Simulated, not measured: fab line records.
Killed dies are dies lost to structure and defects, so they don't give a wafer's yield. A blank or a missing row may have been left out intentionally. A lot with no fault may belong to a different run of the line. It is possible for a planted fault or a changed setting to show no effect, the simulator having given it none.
A struck lot beside a sound one | flow gf180mcu | 15 steps out of a route of 602
Sound: these wafers, L226.3, L226.5, L226.6. Wafers struck: L218.3, L218.4, L218.5. Last of all comes the cause.
Order at every step that has rows: each side's tool, ch and its chambers, its first start. Under that, the readings that differ: sound wafers | struck wafers | difference of the means | sigmas: that difference in standard deviations of wafers without a fault.
alike: readings whose means differ by less than 2 such deviations, and words and numbers that are the same on both sides. not compared: withheld readings, readings that some wafer has no value for, bounds like >300 that may hide the same value, and numbers for which the record gives no deviation and whose values overlap.
A row with sigmas, a row that says differs or no value, or rows on one side alone: a step with any of these is where the two part. Numbers that have no deviation but don't overlap get no sigmas and don't part them. A reading that every wafer of one side lacks parts them only if that side has two wafers or more.

GF_MIM_SPUTTER_07: material TiN, target thk 60 nm, time 50 s.
  struck on pvd_sputter-01, day 28 21:39; sound on pvd_sputter-01, day 31 00:16
  alike: throttle_valve_pct
GF_MIM_SPUTTER_08: material AlCu, target thk 200 nm, time 10.6 s.
  struck on pvd_sputter-01, day 28 21:42; sound on pvd_sputter-01, day 31 00:19
  alike: throttle_valve_pct
GF_MIM_SPUTTER_09: material TiN, target thk 35 nm, time 29.2 s.
  struck on pvd_sputter-01, day 28 21:43; sound on pvd_sputter-01, day 31 00:20
  alike: throttle_valve_pct
GF_MIM_RS_MEAS_10: the measuring method here is four-point-probe.
  struck on film_metro-03, day 28 21:47; sound on film_metro-03, day 31 00:25
  alike: MIM_ALCU_RS
GF_MIM_THK_MEAS_11: measures by xrf.
  struck on film_metro-03, day 28 21:53; sound on film_metro-03, day 31 00:31
  alike: MIM_ALCU_THK
then, 7 steps without rows for these wafers: GF_MIM_DEHYDRATE_12 (time 60 s); GF_MIM_HMDS_13 (prime time 60 s); GF_MIM_COAT_14 (resist thk 1000 nm); GF_MIM_SOFTBAKE_15 (time 60 s); GF_MIM_EXPOSE_16 (exposes mask FuseTop, target cd 2000 nm); GF_MIM_PEB_17; GF_MIM_DEVELOP_18 (develop time 60 s).
GF_MIM_METAL_ETCH_19: etches the open film in Cl2/BCl3, stops on Si3N4, target depth 324.5 nm, time 54.1 s.
  sound on rie_metal-01 ch 1, day 31 17:58; struck on rie_metal-02 ch 0,1, day 29 16:38
  no value came back on the struck wafers for any of 6 readings (bcl3_flow_sccm (sccm), bias_w (W) and others); on the sound wafers bcl3_flow_sccm (sccm) reads 39.88 39.95 40.08
  reading                                  | sound             | struck            | difference | sigmas
  model.NOVOLAK_of_MIM_COAT_14.thk_nm (nm) | 866.7 863.5 863.8 | 999.7 995.1 995.5 | +132.1     |
  not compared: rf_hours_counter_h
GF_MIM_STRIP_20: strips in O2/N2.
  sound on plasma_asher-01 ch 0,1, day 31 18:05; struck on plasma_asher-04 ch 0,1, day 29 16:43
  reading                      | sound             | struck            | difference | sigmas
  oes_product_au (a.u.)        | 0.683 0.687 0.691 | 0.716 0.713 0.716 | +0.028     | +5
  strip_time_to_endpoint_s (s) | 11.18 11.13 11.16 | 12.61 12.57 12.57 | +1.43      | +41
  alike: drypump_motor_current_A, heater_power_w
  not compared: rf_hours_counter_h
then, 1 step without rows for these wafers: GF_MIM_STRIP_21 (strips in post etch residue remover, time 1200 s).

## WHERE THEY PART
Last at GF_MIM_STRIP_20 as far as this record goes, first at GF_MIM_METAL_ETCH_19.

WHY: the cause the simulator had injected
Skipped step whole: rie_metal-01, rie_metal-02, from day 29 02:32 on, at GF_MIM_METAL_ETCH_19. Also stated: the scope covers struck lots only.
